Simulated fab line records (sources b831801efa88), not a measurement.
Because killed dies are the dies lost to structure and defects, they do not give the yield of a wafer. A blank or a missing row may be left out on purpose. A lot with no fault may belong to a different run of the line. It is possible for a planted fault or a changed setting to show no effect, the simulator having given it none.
A lot that was struck, set against a sound lot ; flow sky130 ; 20 out of 708 route steps
Sound: wafers L803.1, L803.4, L803.6. Wafers struck: L801.2, L801.3, L801.6. The cause is named last.
For every step that has rows: the tool of each side, followed by ch and its chambers, followed by its first start. Under that, the readings that differ: sound wafers ; struck wafers ; difference of the means ; sigmas: that difference in standard deviations of wafers without a fault.
alike: same words and numbers on both sides, and readings whose means sit less than 2 such deviations apart. not compared: any withheld reading, any reading some wafer has no value for, any bound like >300 that may hide the same value, and any number with overlapping values for which the record gives no deviation.
A row with sigmas, a row that says differs or no value, or rows on one side alone: a step with any of these is where the two part. Numbers that don't overlap but have no deviation are shown without sigmas and don't part them. Lack of a reading on every wafer of one side parts them only where that side has two or more wafers.

SKY_POLY_GATE_CD_MEAS_22:
  sound on cd_sem-01, day 22 17:49; struck on cd_sem-01, day 21 14:28
  alike: cd_nm
then, 7 steps without rows for these wafers: SKY_LDD_N_DEHYDRATE_00 (time 60 s); SKY_LDD_N_HMDS_01 (prime time 60 s); SKY_LDD_N_COAT_02 (resist thk 300 nm); SKY_LDD_N_SOFTBAKE_03 (time 60 s); SKY_LDD_N_EXPOSE_04 (exposes mask NTM, target cd 840 nm); SKY_LDD_N_PEB_05; SKY_LDD_N_DEVELOP_06 (develop time 60 s).
SKY_LDD_N_OVL_MEAS_07:
  sound on overlay-01, day 23 23:16; struck on overlay-02, day 22 19:59
  alike: LDD_N_OVL
then, 3 steps without rows for these wafers: SKY_LDD_N_IMPLANT_08; SKY_LDD_N_IMPLANT_09; SKY_LDD_N_IMPLANT_10.
SKY_LDD_N_IMPLANT_11:
  sound on implanter-01 ch 0, day 23 23:46; struck on implanter-04 ch 0, day 22 20:29
reading;sound;struck;difference;sigmas
dose_ions_cm2;7.524e+13 7.515e+13 7.513e+13;5.71e+13 5.704e+13 5.693e+13;-1.81e+13;-99 or more
faraday_current_uA;428 423 427;326 331 319;-101;-11
then, 4 steps without rows for these wafers: SKY_LDD_N_IMPLANT_12; SKY_LDD_N_IMPLANT_13; SKY_LDD_N_IMPLANT_14; SKY_LDD_N_IMPLANT_15.
SKY_LDD_N_STRIP_16: strips in O2/N2.
  sound on plasma_asher-03 ch 1, day 24 00:31; struck on plasma_asher-01 ch 0,1, day 22 21:13
reading;sound;struck;difference;sigmas
strip_time_to_endpoint_s (s);4.321 4.327 4.322;4.286 4.276 4.279;-0.043;-3
  alike: drypump_motor_current_A, o2_flow_sccm, oes_product_au
  not compared: rf_hours_counter_h
SKY_LDD_N_TW_MEAS_17:
  sound on film_metro-04, day 24 00:37; struck on film_metro-03, day 22 21:19
reading;sound;struck;difference;sigmas
LDD_N_TW;2567 2565 2572;2508 2501 2511;-61;-2
-- record jumps: 26 days separate the struck wafers' starts on either side; left off in module LDD_N, taken up again in module PAD_OPEN, whose first shown step is the route's number 708 --
SKY_PAD_OPEN_PROBE_99:
  sound on prober-02, day 50 01:31; struck on prober-02, day 48 22:23
reading;sound;struck;difference;sigmas
model.etest.tip_n.rs_ohm_sq;438.1 440.9 438.3;463.4 461.7 459;+22.3;
  alike: killed_at_M0_to_M3, killed_at_M4_up, killed_at_contacts, killed_at_front_end, killed_at_other, killed_dies, killed_open, killed_short

## WHERE THEY PART
Earliest at SKY_LDD_N_IMPLANT_11; latest, in this record, at SKY_LDD_N_TW_MEAS_17. Later steps at which nothing parts them and some readings are alike: SKY_PAD_OPEN_PROBE_99.

WHY: the cause the simulator had injected
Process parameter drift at SKY_LDD_N_IMPLANT_11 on implanter-04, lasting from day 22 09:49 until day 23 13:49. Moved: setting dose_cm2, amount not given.
